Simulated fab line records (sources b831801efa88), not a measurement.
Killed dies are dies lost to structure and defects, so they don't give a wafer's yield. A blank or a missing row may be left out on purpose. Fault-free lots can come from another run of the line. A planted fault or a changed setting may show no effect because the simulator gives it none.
Split-lot trial / flow gf180mcu / on a route of 602 steps: 5 lots, 23 wafers read

ABOUT THE SPLIT
At GF_V4_CVD_00 (deposits SiO2, target thk 600 nm, time 100 s), the setting sih4FlowSccm was moved away from the recipe's 60 sccm on 4 of the 23 wafers read, by +6.3% to +14.7%. The other wafers ran this setting at the recipe's value.

Between the split and the reading, the file records no step.

THE READING
V4_CVD_00_THK, in nm, at GF_V4_THK_MEAS_01. Fault-free wafers of this fab line usually give 599 nm, standard deviation 5 nm.

wafer=L074.1; tool, chamber at the split=hdpcvd-02, 1; sih4FlowSccm as run, sccm=60; against the recipe=recipe; V4_CVD_00_THK, nm=594; against lot-mates on the recipe=-
wafer=L074.2; tool, chamber at the split=hdpcvd-02, 2; sih4FlowSccm as run, sccm=60; against the recipe=recipe; V4_CVD_00_THK, nm=591; against lot-mates on the recipe=-
wafer=L074.3; tool, chamber at the split=hdpcvd-02, 2; sih4FlowSccm as run, sccm=60; against the recipe=recipe; V4_CVD_00_THK, nm=595; against lot-mates on the recipe=-
wafer=L074.4; tool, chamber at the split=hdpcvd-02, 1; sih4FlowSccm as run, sccm=60; against the recipe=recipe; V4_CVD_00_THK, nm=588; against lot-mates on the recipe=-
wafer=L074.5; tool, chamber at the split=hdpcvd-02, 1; sih4FlowSccm as run, sccm=60; against the recipe=recipe; V4_CVD_00_THK, nm=592; against lot-mates on the recipe=-
wafer=L078.1; tool, chamber at the split=hdpcvd-02, 0; sih4FlowSccm as run, sccm=68.84; against the recipe=+14.7%; V4_CVD_00_THK, nm=696; against lot-mates on the recipe=+94
wafer=L078.3; tool, chamber at the split=hdpcvd-02, 1; sih4FlowSccm as run, sccm=60; against the recipe=recipe; V4_CVD_00_THK, nm=602; against lot-mates on the recipe=-
wafer=L078.4; tool, chamber at the split=hdpcvd-02, 2; sih4FlowSccm as run, sccm=68.84; against the recipe=+14.7%; V4_CVD_00_THK, nm=691; against lot-mates on the recipe=+89
wafer=L078.5; tool, chamber at the split=hdpcvd-02, 0; sih4FlowSccm as run, sccm=60; against the recipe=recipe; V4_CVD_00_THK, nm=601; against lot-mates on the recipe=-
wafer=L078.6; tool, chamber at the split=hdpcvd-02, 1; sih4FlowSccm as run, sccm=60; against the recipe=recipe; V4_CVD_00_THK, nm=603; against lot-mates on the recipe=-
wafer=L082.1; tool, chamber at the split=hdpcvd-02, 1; sih4FlowSccm as run, sccm=60; against the recipe=recipe; V4_CVD_00_THK, nm=610; against lot-mates on the recipe=-
wafer=L082.3; tool, chamber at the split=hdpcvd-02, 0; sih4FlowSccm as run, sccm=60; against the recipe=recipe; V4_CVD_00_THK, nm=597; against lot-mates on the recipe=-
wafer=L082.4; tool, chamber at the split=hdpcvd-02, 2; sih4FlowSccm as run, sccm=60; against the recipe=recipe; V4_CVD_00_THK, nm=602; against lot-mates on the recipe=-
wafer=L082.5; tool, chamber at the split=hdpcvd-02, 0; sih4FlowSccm as run, sccm=60; against the recipe=recipe; V4_CVD_00_THK, nm=599; against lot-mates on the recipe=-
wafer=L082.6; tool, chamber at the split=hdpcvd-02, 1; sih4FlowSccm as run, sccm=60; against the recipe=recipe; V4_CVD_00_THK, nm=602; against lot-mates on the recipe=-
wafer=L084.1; tool, chamber at the split=hdpcvd-02, 1; sih4FlowSccm as run, sccm=60; against the recipe=recipe; V4_CVD_00_THK, nm=599; against lot-mates on the recipe=-
wafer=L084.3; tool, chamber at the split=hdpcvd-02, 2; sih4FlowSccm as run, sccm=60; against the recipe=recipe; V4_CVD_00_THK, nm=591; against lot-mates on the recipe=-
wafer=L084.4; tool, chamber at the split=hdpcvd-02, 1; sih4FlowSccm as run, sccm=60; against the recipe=recipe; V4_CVD_00_THK, nm=597; against lot-mates on the recipe=-
wafer=L084.5; tool, chamber at the split=hdpcvd-02, 2; sih4FlowSccm as run, sccm=63.8; against the recipe=+6.3%; V4_CVD_00_THK, nm=641; against lot-mates on the recipe=+45
wafer=L084.6; tool, chamber at the split=hdpcvd-02, 0; sih4FlowSccm as run, sccm=63.8; against the recipe=+6.3%; V4_CVD_00_THK, nm=631; against lot-mates on the recipe=+35
wafer=L085.3; tool, chamber at the split=hdpcvd-02, 1; sih4FlowSccm as run, sccm=60; against the recipe=recipe; V4_CVD_00_THK, nm=595; against lot-mates on the recipe=-
wafer=L085.5; tool, chamber at the split=hdpcvd-02, 0; sih4FlowSccm as run, sccm=60; against the recipe=recipe; V4_CVD_00_THK, nm=592; against lot-mates on the recipe=-
wafer=L085.6; tool, chamber at the split=hdpcvd-02, 1; sih4FlowSccm as run, sccm=60; against the recipe=recipe; V4_CVD_00_THK, nm=601; against lot-mates on the recipe=-

FIT RESULTS
A straight line over all 23 wafers: V4_CVD_00_THK changes by +6.47 nm for each +1% of sih4FlowSccm; r = +0.98; the points scatter about the line by 5.4 nm.
The same after taking each lot's own level away (the mean of its wafers on the recipe; 23 wafers): +6.23 nm for each +1%; r = +0.99; scatter 3.6 nm.
On that fit, the largest move of sih4FlowSccm shifts the reading by 92 nm.
Measured against the standard deviation above, the lots' own levels, which go from 592.0 to 602.0 nm, span 2.0 times it.
The two slopes agree, so the slope changes little with the lot-to-lot level.
Check: with one of the wafers moved furthest among these (+14.7%) left out of the fit, the line predicts +90.3 nm for it against its lot-mates. It came out at +94 nm against them.

THESE WAFERS: OTHER SPLITS
Other splits were also applied to these wafers ahead of the reading. Each is held against what the fit with the lots' levels taken away leaves over:
other split on the same wafers=GF_V3_ETCH_16 biasW; wafers away from the commonest value=7; r with V4_CVD_00_THK (lot level and that fit taken away)=+0.10
other split on the same wafers=GF_M4_PEB_12 pebTempC; wafers away from the commonest value=8; r with V4_CVD_00_THK (lot level and that fit taken away)=+0.29

THE WHOLE CHAIN: every reading that the file lists as answering this split, in the file's order
step=GF_V4_CVD_00; what it does=deposits SiO2, target thk 600 nm, time 100 s; reading=SiO2_of_V4_CVD_00.thkNm (the simulator's own value, which no gauge read); change (the file's fit)=+6.2 nm for each +1% of the setting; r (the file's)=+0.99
step=GF_V4_THK_MEAS_01; what it does=; reading=V4_CVD_00_THK; change (the file's fit)=+6.23 for each +1% of the setting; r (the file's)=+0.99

THE FILE'S OWN FIT
V4_CVD_00_THK changes by +6.23 nm for each +1% of sih4FlowSccm, r = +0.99.
